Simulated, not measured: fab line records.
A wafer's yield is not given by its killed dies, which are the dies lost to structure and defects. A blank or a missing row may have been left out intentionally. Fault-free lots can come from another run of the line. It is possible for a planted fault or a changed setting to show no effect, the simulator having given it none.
Which tool was responsible? | flow gf180mcu | 36 wafers from 12 lots sampled at 6 of the route's 602 steps

== WHAT EACH GAUGE READ, for each wafer ==
GF_CONTACT_OVL_MEAS_15. Usual: for CONTACT_OVL the level is 2 nm and the standard deviation is 5.7.
lot  | measured     | on         | CONTACT_OVL (nm) | flag
L272 | day 16 04:53 | overlay-01 | -7 -3 -4         |
L273 | day 16 19:43 | overlay-02 | -6 -4 -7         |
L277 | day 18 10:31 | overlay-01 | -2 -10 -4        |
L280 | day 19 18:31 | overlay-02 | 0 -3 -2          |
L282 | day 19 19:16 | overlay-01 | 4 6 2            |
L285 | day 21 10:06 | overlay-02 | 4 0 5            |
L286 | day 21 11:16 | overlay-02 | -7 0 -4          |
L287 | day 21 23:52 | overlay-02 | -6 1 7           |
L288 | day 22 01:08 | overlay-02 | -4 -1 1          |
L293 | day 23 07:46 | overlay-02 | 1 5 1            |
L294 | day 23 18:22 | overlay-01 | 6 2 3            |
L295 | day 23 19:58 | overlay-02 | 4 6 4            |

GF_M1_RS_MEAS_05: measures by four-point-probe. Usual: for M1_ALCU_RS the level is 0.0697 ohm/sq and the standard deviation is 0.00082.
lot  | measured     | on            | M1_ALCU_RS (ohm/sq)  | flag
L272 | day 16 06:19 | film metro-02 | 0.0693 0.0682 0.0694 |
L273 | day 16 21:15 | film metro-01 | 0.0688 0.0701 0.0700 |
L277 | day 18 11:55 | film metro-02 | 0.0695 0.0700 0.0704 |
L280 | day 19 19:55 | film metro-01 | 0.0687 0.0694 0.0692 |
L282 | day 19 20:41 | film metro-01 | 0.0702 0.0698 0.0714 |
L285 | day 21 11:37 | film metro-02 | 7.1362 7.1081 7.0963 | OFF
L286 | day 21 12:46 | film metro-02 | 7.1602 7.0598 7.1272 | OFF
L287 | day 22 01:25 | film metro-01 | 7.1755 7.0936 7.1606 | OFF
L288 | day 22 02:41 | film metro-04 | 0.0698 0.0692 0.0689 |
L293 | day 23 09:10 | film metro-02 | 0.0695 0.0688 0.0692 |
L294 | day 23 19:48 | film metro-04 | 0.0707 0.0710 0.0702 |
L295 | day 23 21:23 | film metro-02 | 0.0694 0.0698 0.0699 |

GF_M1_THK_MEAS_06: measures by xrf. Usual: for M1_ALCU_THK the level is 456 nm and the standard deviation is 5.8.
lot  | measured     | on            | M1_ALCU_THK (nm) | flag
L272 | day 16 06:25 | film metro-02 | 463 468 462      |
L273 | day 16 21:22 | film metro-01 | 464 454 459      |
L277 | day 18 12:02 | film metro-02 | 460 455 452      |
L280 | day 19 20:02 | film metro-01 | 456 455 456      |
L282 | day 19 20:48 | film metro-01 | 451 454 444      |
L285 | day 21 11:44 | film metro-02 | <0 <0 <0         | OFF
L286 | day 21 12:53 | film metro-02 | <0 <0 <0         | OFF
L287 | day 22 01:31 | film metro-01 | <0 <0 <0         | OFF
L288 | day 22 02:47 | film metro-04 | 454 457 457      |
L293 | day 23 09:17 | film metro-02 | 459 464 460      |
L294 | day 23 19:55 | film metro-04 | 449 446 452      |
L295 | day 23 21:29 | film metro-02 | 456 455 454      |

GF_M1_CD_MEAS_14: target cd 230 nm. Usual: 230.1 nm for cd nm, sd 1.2.
lot  | measured     | on        | cd nm (nm)        | flag
L272 | day 17 04:20 | cd sem-01 | 232.0 231.1 231.7 |
L273 | day 17 20:25 | cd sem-01 | 228.5 228.8 227.5 |
L277 | day 19 11:29 | cd sem-02 | 231.4 230.6 231.7 |
L280 | day 20 19:56 | cd sem-01 | 231.4 231.1 231.1 |
L282 | day 20 20:38 | cd sem-01 | 231.2 232.4 231.5 |
L285 | day 22 10:38 | cd sem-02 | 230.2 231.0 229.1 |
L286 | day 22 12:26 | cd sem-02 | 230.5 229.9 229.6 |
L287 | day 23 00:34 | cd sem-01 | 229.5 229.3 229.4 |
L288 | day 23 01:44 | cd sem-01 | 230.0 228.4 228.4 |
L293 | day 24 06:56 | cd sem-02 | 228.4 228.2 228.7 |
L294 | day 24 17:12 | cd sem-02 | 229.3 228.8 229.3 |
L295 | day 24 19:30 | cd sem-02 | 230.4 228.9 229.5 |

== WHAT TOOL EACH LOT RAN ON (gives the tool, then ch and the chambers of the sampled wafers, and finally the start) ==
lot  | GF_CONTACT_SPUTTER_23        | GF_M1_SPUTTER_02
L272 | pvd sputter-01, day 16 05:26 | pvd sputter-02, day 16 06:11
L273 | pvd sputter-03, day 16 20:23 | pvd sputter-02, day 16 21:08
L277 | pvd sputter-02, day 18 11:04 | pvd sputter-01, day 18 11:49
L280 | pvd sputter-03, day 19 19:05 | pvd sputter-01, day 19 19:50
L282 | pvd sputter-03, day 19 19:50 | pvd sputter-01, day 19 20:35
L285 | pvd sputter-02, day 21 10:46 | pvd sputter-01, day 21 11:31
L286 | pvd sputter-03, day 21 11:56 | pvd sputter-04, day 21 12:41
L287 | pvd sputter-01, day 22 00:26 | pvd sputter-02, day 22 01:17
L288 | pvd sputter-01, day 22 01:41 | pvd sputter-02, day 22 02:32
L293 | pvd sputter-03, day 23 08:20 | pvd sputter-02, day 23 09:05
L294 | pvd sputter-03, day 23 18:56 | pvd sputter-02, day 23 19:41
L295 | pvd sputter-02, day 23 20:31 | pvd sputter-02, day 23 21:16
- GF_CONTACT_SPUTTER_23: material TiN, target thk 10 nm, time 40 s.
- GF_M1_SPUTTER_02: material AlCu, target thk 450 nm, time 23.9 s.

== AS READ BY THE TOOLS THEMSELVES (means over the sampled wafers that have a number; for cases with no such wafer, the mark the record gives instead) ==
GF_CONTACT_SPUTTER_23. Usual: cathode dc power W 4000.1 W, standard deviation 0.72; chamber pressure pa 4.999 Pa, standard deviation 0.011; throttle valve pct 30.1 %, standard deviation 0.9.
lot  | tool           | cathode dc power W (W) | chamber pressure pa (Pa) | throttle valve pct (%) | flag
L272 | pvd sputter-01 | 4000.1                 | 4.997                    | 29.7                   |
L273 | pvd sputter-03 | 3999.9                 | 5.003                    | 29.8                   |
L277 | pvd sputter-02 | 4000.2                 | 5.009                    | 30.5                   |
L280 | pvd sputter-03 | 4000.5                 | 4.997                    | 30.0                   |
L282 | pvd sputter-03 | 4000.3                 | 4.993                    | 29.9                   |
L285 | pvd sputter-02 | 4000.1                 | 5.000                    | 29.8                   |
L286 | pvd sputter-03 | 3999.5                 | 4.997                    | 30.4                   |
L287 | pvd sputter-01 | 4000.0                 | 4.997                    | 30.5                   |
L288 | pvd sputter-01 | 4000.2                 | 4.994                    | 30.5                   |
L293 | pvd sputter-03 | 4000.6                 | 4.997                    | 29.7                   |
L294 | pvd sputter-03 | 4000.1                 | 5.003                    | 30.2                   |
L295 | pvd sputter-02 | 4000.0                 | 4.993                    | 30.5                   |

GF_M1_SPUTTER_02. Usual: cathode dc power W 10600 W, standard deviation 1.8; chamber pressure pa 0.3999 Pa, standard deviation 0.0008; throttle valve pct 29.8 %, standard deviation 1.2.
lot  | tool           | cathode dc power W (W) | chamber pressure pa (Pa) | throttle valve pct (%) | flag
L272 | pvd sputter-02 | 10600                  | 0.3997                   | 29.8                   |
L273 | pvd sputter-02 | 10601                  | 0.3999                   | 30.4                   |
L277 | pvd sputter-01 | 10601                  | 0.3996                   | 29.2                   |
L280 | pvd sputter-01 | 10601                  | 0.3999                   | 28.5                   |
L282 | pvd sputter-01 | 10599                  | 0.3995                   | 29.7                   |
L285 | pvd sputter-01 | -                      | -                        | -                      | OFF
L286 | pvd sputter-04 | -                      | -                        | -                      | OFF
L287 | pvd sputter-02 | -                      | -                        | -                      | OFF
L288 | pvd sputter-02 | 10601                  | 0.4000                   | 29.9                   |
L293 | pvd sputter-02 | 10601                  | 0.3997                   | 29.9                   |
L294 | pvd sputter-02 | 10599                  | 0.3999                   | 29.7                   |
L295 | pvd sputter-02 | 10601                  | 0.4002                   | 30.4                   |

== THE ANSWER, worked out from the rows above alone ==
Rule: lot off if the mean of its wafers having a number is beyond 3 standard deviations from the usual mean. A lot without any number at a reading at which 4 lots or more have one is off too. All remaining lots with rows at the step are treated as sound. First the gauges in route order, then the tools' own readings, where a lot's mean is used as printed above. The first step at which some lot is off is used, and at that step the reading that is off furthest; a lot without a number counts as furthest.
Off: at GF_M1_RS_MEAS_05 (M1_ALCU_RS), L285, L286, L287.
If a tool, at a process step before that reading, ran all the lots that are off and no sound lot after the first of them, it fits. Not tried: the gauges at GF_M1_RS_MEAS_05; whatever is off there is also off at GF_M1_SPUTTER_02, on other tools, and gauge error can't account for it. No candidate that was tried fits.

== WHAT THE SIMULATOR PUT IN ==
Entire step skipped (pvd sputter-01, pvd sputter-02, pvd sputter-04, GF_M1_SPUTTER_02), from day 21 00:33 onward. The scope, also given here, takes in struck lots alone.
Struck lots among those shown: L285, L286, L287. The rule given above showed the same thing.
